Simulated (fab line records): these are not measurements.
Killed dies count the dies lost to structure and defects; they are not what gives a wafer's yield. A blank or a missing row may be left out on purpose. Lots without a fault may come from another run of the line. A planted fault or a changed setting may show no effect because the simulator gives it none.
What tool caused it?    flow gf180mcu    36 wafers from 12 lots sampled at 6 of the route's 602 steps

WHAT THE GAUGES SHOWED, per wafer
GF_MVPSD_TW_MEAS_11. Usual: MVPSD_TW gives 557 (standard deviation 5.8).
lot   measured      on            MVPSD_TW     flag
L364  day 5 01:52   filmMetro-01  566 563 566  
L365  day 5 08:02   filmMetro-04  554 554 553  
L367  day 5 19:04   filmMetro-02  559 557 557  
L371  day 6 20:47   filmMetro-02  640 641 640  OFF
L375  day 7 19:04   filmMetro-04  637 638 643  OFF
L377  day 8 05:58   filmMetro-01  566 563 561  
L378  day 8 14:58   filmMetro-04  552 553 550  
L383  day 9 16:35   filmMetro-04  549 555 555  
L384  day 9 23:38   filmMetro-01  565 567 564  
L385  day 10 05:43  filmMetro-04  552 549 554  
L386  day 10 10:38  filmMetro-04  551 552 552  
L387  day 10 18:56  filmMetro-01  560 559 562  

GF_VT_IMPLANT_TW_MEAS_43. Usual: VT_IMPLANT_4_TW gives 695 (standard deviation 7.8).
lot   measured      on            VT_IMPLANT_4_TW  flag
L364  day 7 15:05   filmMetro-04  693 687 691      
L365  day 7 21:00   filmMetro-01  701 703 698      
L367  day 8 08:46   filmMetro-03  691 695 691      
L371  day 9 12:48   filmMetro-03  695 692 696      
L375  day 10 15:42  filmMetro-03  686 687 685      
L377  day 11 04:23  filmMetro-01  703 710 705      
L378  day 11 14:59  filmMetro-01  706 704 704      
L383  day 12 18:47  filmMetro-04  690 687 693      
L384  day 13 02:51  filmMetro-01  708 705 705      
L385  day 13 09:48  filmMetro-03  688 688 687      
L386  day 13 15:47  filmMetro-01  706 704 704      
L387  day 14 00:25  filmMetro-04  689 688 689      

GF_VT_IMPLANT_RS_MEAS_49: a four-point-probe measurement. Usual: MVPSD_RS gives 1167 ohm/sq (standard deviation 3.2).
lot   measured      on            MVPSD_RS (ohm/sq)  flag
L364  day 7 15:40   filmMetro-01  1167 1169 1167     
L365  day 7 21:35   filmMetro-02  1166 1167 1169     
L367  day 8 09:20   filmMetro-01  1166 1163 1166     
L371  day 9 13:23   filmMetro-04  897 894 897        OFF
L375  day 10 16:16  filmMetro-02  895 895 894        OFF
L377  day 11 04:57  filmMetro-04  1167 1163 1168     
L378  day 11 15:34  filmMetro-01  1172 1166 1168     
L383  day 12 19:22  filmMetro-04  1167 1166 1169     
L384  day 13 03:25  filmMetro-04  1174 1170 1169     
L385  day 13 10:22  filmMetro-01  1163 1164 1163     
L386  day 13 16:22  filmMetro-02  1170 1169 1172     
L387  day 14 00:59  filmMetro-01  1174 1174 1172     

WHICH TOOL RAN EACH LOT (tool, then ch and the chambers of the sampled wafers, then the start)
lot   GF_DNWELL_STRIP_08                  GF_MVPSD_IMPLANT_08              GF_VT_IMPLANT_STRIP_09
L364  plasmaAsher-03 ch 0,1, day 2 18:41  implanter-04 ch 0, day 5 01:29   plasmaAsher-01 ch 0,1, day 5 16:14
L365  plasmaAsher-02 ch 0,1, day 3 00:12  implanter-02 ch 0, day 5 07:40   plasmaAsher-01 ch 0,1, day 5 22:07
L367  plasmaAsher-03 ch 0,1, day 3 10:23  implanter-02 ch 0, day 5 18:40   plasmaAsher-04 ch 0,1, day 6 09:47
L371  plasmaAsher-01 ch 0,1, day 4 09:10  implanter-02 ch 0, day 6 20:25   plasmaAsher-03 ch 0,1, day 7 11:52
L375  plasmaAsher-03 ch 0,1, day 5 05:32  implanter-02 ch 0, day 7 18:40   plasmaAsher-04 ch 0,1, day 8 11:26
L377  plasmaAsher-01 ch 0,1, day 5 15:41  implanter-04 ch 0, day 8 05:34   plasmaAsher-04 ch 0,1, day 8 22:32
L378  plasmaAsher-02 ch 0,1, day 5 22:17  implanter-01 ch 0, day 8 14:35   plasmaAsher-03 ch 1, day 9 07:53
L383  plasmaAsher-03 ch 0,1, day 6 22:53  implanter-04 ch 0, day 9 16:12   plasmaAsher-03 ch 0,1, day 10 09:59
L384  plasmaAsher-03 ch 0,1, day 7 04:23  implanter-04 ch 0, day 9 23:14   plasmaAsher-03 ch 0,1, day 10 17:58
L385  plasmaAsher-02 ch 0,1, day 7 10:44  implanter-04 ch 0, day 10 05:19  plasmaAsher-01 ch 0,1, day 11 00:01
L386  plasmaAsher-02 ch 0,1, day 7 15:01  implanter-02 ch 0, day 10 10:15  plasmaAsher-01 ch 0,1, day 11 05:17
L387  plasmaAsher-01 ch 0,1, day 7 21:32  implanter-02 ch 0, day 10 18:33  plasmaAsher-03 ch 0,1, day 11 12:58
- GF_DNWELL_STRIP_08: strips in O2/N2.
- GF_MVPSD_IMPLANT_08
- GF_VT_IMPLANT_STRIP_09: strips in O2/N2.

WHAT THE TOOLS THEMSELVES READ (means of the sampled wafers that have a number; where no wafer has one, the mark that the record gives instead)
GF_DNWELL_STRIP_08. Usual: drypumpMotorCurrentA 5.7 A, standard deviation 0.47; heaterPowerW 302 W, standard deviation 22; oesProductAu 0.722 a.u., standard deviation 0.004; stripTimeToEndpointS 36.93 s, standard deviation 0.1.
lot   tool            drypumpMotorCurrentA (A)  heaterPowerW (W)  oesProductAu (a.u.)  stripTimeToEndpointS (s)  flag
L364  plasmaAsher-03  5.8                       284               0.721                37.02                     
L365  plasmaAsher-02  5.7                       308               0.721                36.81                     
L367  plasmaAsher-03  6.0                       289               0.723                36.97                     
L371  plasmaAsher-01  5.5                       341               0.722                36.98                     
L375  plasmaAsher-03  5.8                       286               0.721                36.93                     
L377  plasmaAsher-01  5.4                       331               0.721                36.87                     
L378  plasmaAsher-02  5.3                       298               0.723                36.83                     
L383  plasmaAsher-03  6.0                       301               0.723                36.92                     
L384  plasmaAsher-03  5.8                       297               0.722                36.87                     
L385  plasmaAsher-02  5.3                       295               0.721                36.88                     
L386  plasmaAsher-02  5.7                       299               0.721                37.04                     
L387  plasmaAsher-01  5.4                       334               0.724                36.98                     

GF_MVPSD_IMPLANT_08. Usual: doseIonsCm2 1.4999e+13, standard deviation 1.7e+10; faradayCurrentUA 84.5, standard deviation 1.7.
lot   tool          doseIonsCm2  faradayCurrentUA  flag
L364  implanter-04  1.4983e+13   82.2              
L365  implanter-02  1.4991e+13   84.8              
L367  implanter-02  1.5001e+13   83.3              
L371  implanter-02  2.5464e+13   142.8             OFF
L375  implanter-02  2.5473e+13   143.9             OFF
L377  implanter-04  1.5006e+13   84.7              
L378  implanter-01  1.5010e+13   85.8              
L383  implanter-04  1.5020e+13   87.2              
L384  implanter-04  1.5007e+13   85.5              
L385  implanter-04  1.4987e+13   83.5              
L386  implanter-02  1.5013e+13   85.5              
L387  implanter-02  1.4996e+13   84.9              

GF_VT_IMPLANT_STRIP_09. Usual: drypumpMotorCurrentA 5.6 A, standard deviation 0.34; heaterPowerW 332 W, standard deviation 39; oesProductAu 0.716 a.u., standard deviation 0.0045; stripTimeToEndpointS 12.63 s, standard deviation 0.035.
lot   tool            drypumpMotorCurrentA (A)  heaterPowerW (W)  oesProductAu (a.u.)  stripTimeToEndpointS (s)  flag
L364  plasmaAsher-01  5.5                       349               0.713                12.65                     
L365  plasmaAsher-01  5.5                       341               0.716                12.66                     
L367  plasmaAsher-04  5.4                       360               0.712                12.66                     
L371  plasmaAsher-03  5.8                       296               0.716                12.65                     
L375  plasmaAsher-04  5.7                       393               0.712                12.64                     
L377  plasmaAsher-04  5.4                       358               0.720                12.58                     
L378  plasmaAsher-03  6.2                       304               0.717                12.62                     
L383  plasmaAsher-03  5.8                       295               0.717                12.62                     
L384  plasmaAsher-03  5.8                       292               0.717                12.63                     
L385  plasmaAsher-01  5.6                       346               0.715                12.69                     
L386  plasmaAsher-01  5.4                       332               0.715                12.67                     
L387  plasmaAsher-03  6.0                       300               0.715                12.63                     

THE ANSWER, worked out from the rows above alone
Rule: lot off if the mean of its wafers having a number is beyond 3 standard deviations from the usual mean. A lot without any number at a reading at which 4 lots or more have one is off too. The other lots that the step has rows for count as sound. After the gauges, taken in route order, come the tools' own readings; for these a lot's mean is taken, as printed above. The first step at which some lot is off is used, and at that step the reading that is off furthest; a lot without a number counts as furthest.
Off: L371, L375, at GF_MVPSD_TW_MEAS_11 (MVPSD_TW).
If a tool, at a process step before that reading, ran all the lots that are off and no sound lot after the first of them, it fits. The gauges at GF_MVPSD_TW_MEAS_11 aren't tried: what is off there is off at GF_MVPSD_IMPLANT_08 too, on other tools, and a gauge's error can't cause that. Not one of the candidates tried fits.

WHAT THE SIMULATOR HAD INSERTED
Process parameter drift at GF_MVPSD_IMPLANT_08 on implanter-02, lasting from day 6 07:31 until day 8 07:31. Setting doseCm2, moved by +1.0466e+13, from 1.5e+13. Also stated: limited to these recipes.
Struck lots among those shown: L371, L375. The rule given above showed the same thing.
